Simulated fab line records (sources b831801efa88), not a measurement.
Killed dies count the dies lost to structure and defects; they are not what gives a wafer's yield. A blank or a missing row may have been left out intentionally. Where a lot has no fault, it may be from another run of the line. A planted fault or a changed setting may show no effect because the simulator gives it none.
The tool behind it: which one?	flow gf180mcu	14 lots with 42 wafers sampled at 5 steps, on a route of 602 steps

WHAT EACH GAUGE READ, for each wafer
GF_POLY_GATE_OVL_MEAS_11. Usual: POLY_GATE_OVL typically reads 9 nm, with standard deviation 4.6.
lot	measured	on	POLY_GATE_OVL (nm)	flag
L189	day 9 02:26	overlay-01	9 18 16	
L191	day 9 17:41	overlay-01	-3 11 1	
L192	day 9 20:50	overlay-02	7 13 15	
L193	day 10 08:44	overlay-01	13 7 13	
L194	day 10 16:09	overlay-02	11 10 13	
L195	day 10 21:31	overlay-02	8 5 8	
L198	day 11 19:46	overlay-02	11 5 12	
L199	day 12 00:18	overlay-01	7 6 4	
L201	day 12 14:39	overlay-01	-1 6 4	
L202	day 12 19:35	overlay-01	16 13 15	
L206	day 14 10:27	overlay-01	4 18 10	
L207	day 14 16:12	overlay-02	4 10 14	
L208	day 14 19:42	overlay-01	12 8 7	
L212	day 15 22:37	overlay-01	4 3 2	

GF_HV_LDD_OVL_MEAS_20. Usual: HV_LDD_01_OVL typically reads 1.7 nm, with standard deviation 1.7.
lot	measured	on	HV_LDD_01_OVL (nm)	flag
L189	day 10 14:33	overlay-02	-1.3 -1.5 -2.4	
L191	day 11 07:39	overlay-01	2.3 0.9 1.6	
L192	day 11 09:51	overlay-01	1.1 2.1 2.6	
L193	day 11 23:20	overlay-01	1.9 3.3 0.5	
L194	day 12 06:14	overlay-01	0.6 1.0 1.8	
L195	day 12 14:26	overlay-02	3.4 2.4 4.5	
L198	day 13 11:46	overlay-01	3.8 5.5 4.3	
L199	day 13 17:30	overlay-02	2.9 2.0 4.9	
L201	day 14 11:03	overlay-02	3.1 1.6 3.0	
L202	day 14 14:46	overlay-01	-2.0 0.1 0.7	
L206	day 16 08:08	overlay-01	2.8 2.9 2.6	
L207	day 16 13:41	overlay-01	1.5 -0.4 0.5	
L208	day 16 18:26	overlay-01	-0.9 1.2 0.6	
L212	day 17 22:38	overlay-01	0.0 -0.4 1.6	

GF_HV_LDD_CD_MEAS_31: target cd 400 nm. Usual: cd_nm reads 400.6 nm (standard deviation 2.6).
lot	measured	on	cd_nm (nm)	flag
L189	day 11 08:46	cd_sem-02	397.9 400.8 398.3	
L191	day 12 02:08	cd_sem-02	396.1 399.2 399.0	
L192	day 12 04:59	cd_sem-02	399.9 400.9 400.3	
L193	day 12 18:40	cd_sem-02	400.3 402.5 402.9	
L194	day 13 02:02	cd_sem-02	399.2 400.0 397.8	
L195	day 13 09:55	cd_sem-02	400.9 400.7 402.0	
L198	day 14 08:51	cd_sem-02	400.2 402.8 403.3	
L199	day 14 14:22	cd_sem-02	398.3 398.1 396.9	
L201	day 15 08:04	cd_sem-02	398.4 399.3 400.7	
L202	day 15 12:37	cd_sem-01	401.6 397.0 400.0	
L206	day 17 06:58	cd_sem-01	395.5 396.2 397.5	
L207	day 17 13:18	cd_sem-01	403.6 402.2 402.3	
L208	day 17 17:13	cd_sem-01	399.2 401.7 398.9	
L212	day 18 22:37	cd_sem-02	400.3 396.4 397.9	

GF_PSD_RS_MEAS_14: a four-point-probe measurement. Usual: NSD_RS typically reads 46.18 ohm/sq, with standard deviation 0.075.
lot	measured	on	NSD_RS (ohm/sq)	flag
L189	day 14 00:49	film_metro-03	46.14 46.13 46.20	
L191	day 14 19:13	film_metro-02	46.15 46.17 46.20	
L192	day 15 00:26	film_metro-04	46.26 46.13 46.10	
L193	day 15 14:25	film_metro-04	46.11 46.24 46.19	
L194	day 15 22:49	film_metro-03	46.05 46.09 46.11	
L195	day 16 06:35	film_metro-04	46.16 46.22 46.18	
L198	day 17 07:15	film_metro-02	46.17 46.19 46.23	
L199	day 17 14:50	film_metro-04	46.16 46.06 46.15	
L201	day 18 09:10	film_metro-02	46.28 46.18 46.11	
L202	day 18 15:07	film_metro-02	46.09 46.14 46.21	
L206	day 20 13:14	film_metro-02	46.63 46.71 46.63	OFF
L207	day 20 17:27	film_metro-04	46.37 46.52 46.47	OFF
L208	day 20 21:54	film_metro-02	46.30 46.27 46.28	
L212	day 22 03:49	film_metro-03	46.14 46.18 46.19	

TOOL THAT RAN EACH LOT (tool first, then ch and the chambers of the sampled wafers, then the start)
lot	GF_NSD_IMPLANT_10
L189	implanter-04 ch 0, day 13 03:42
L191	implanter-04 ch 0, day 13 21:14
L192	implanter-02 ch 0, day 14 01:48
L193	implanter-04 ch 0, day 14 15:28
L194	implanter-04 ch 0, day 15 00:37
L195	implanter-01 ch 0, day 15 07:58
L198	implanter-02 ch 0, day 16 08:13
L199	implanter-02 ch 0, day 16 14:59
L201	implanter-04 ch 0, day 17 09:28
L202	implanter-02 ch 0, day 17 14:46
L206	implanter-02 ch 0, day 19 12:09
L207	implanter-02 ch 0, day 19 17:16
L208	implanter-01 ch 0, day 19 20:52
L212	implanter-01 ch 0, day 21 03:44
- GF_NSD_IMPLANT_10

WHAT THE TOOLS THEMSELVES READ (means of the sampled wafers that have a number; where no wafer has one, the mark that the record gives instead)
GF_NSD_IMPLANT_10. Usual: beam_energy_keV 40.002, standard deviation 0.013; beam_on_s 10.01 s, standard deviation 0.2; faraday_current_uA 2786, standard deviation 54.
lot	tool	beam_energy_keV	beam_on_s (s)	faraday_current_uA	flag
L189	implanter-04	39.999	10.00	2787	
L191	implanter-04	40.008	9.96	2804	
L192	implanter-02	39.997	10.16	2742	
L193	implanter-04	40.008	10.18	2744	
L194	implanter-04	39.996	9.76	2852	
L195	implanter-01	39.999	9.94	2804	
L198	implanter-02	40.006	10.15	2751	
L199	implanter-02	40.014	9.99	2787	
L201	implanter-04	39.996	9.95	2800	
L202	implanter-02	40.011	10.11	2754	
L206	implanter-02	40.763	9.95	2797	OFF
L207	implanter-02	40.767	9.96	2794	OFF
L208	implanter-01	39.995	10.01	2784	
L212	implanter-01	39.997	10.02	2785	

THE ANSWER, worked out from the rows above alone
Rule: a lot is off if the mean of its wafers that have a number lies more than 3 standard deviations from the usual mean. Also off: a lot with no number at a reading for which 4 or more lots have one. Where the step has rows for the other lots, those lots are counted as sound. Order of review: gauges by route order, followed by the tools' own readings, for which a lot's mean as printed above is used. At the first step where some lot is off, the reading lying furthest off is the one used; lots without a number count as furthest.
Off: at GF_PSD_RS_MEAS_14 (NSD_RS), L206, L207.
If a tool, at a process step before that reading, ran all the lots that are off and no sound lot after the first of them, it fits. Not tried: the gauges at GF_PSD_RS_MEAS_14; whatever is off there is also off at GF_NSD_IMPLANT_10, on other tools, and gauge error can't account for it. One fits: GF_NSD_IMPLANT_10 on implanter-02. Its last sound lot is L202 (day 17 14:46), its first lot that is off L206 (day 19 12:09): a fault that began between those two fits.
On the lots that are off, the tool's own readings at GF_NSD_IMPLANT_10 differ by more than 5 times the standard deviation of the sound lots' means, which bears it out; beam_energy_keV reads 40.765 there versus 40.002 on the sound lots.

WHAT HAD BEEN PUT IN BY THE SIMULATOR
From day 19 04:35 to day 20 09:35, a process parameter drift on implanter-02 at GF_NSD_IMPLANT_10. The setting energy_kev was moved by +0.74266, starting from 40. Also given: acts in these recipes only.
Lots struck among those shown: L206, L207. This agrees with what the rule above found.
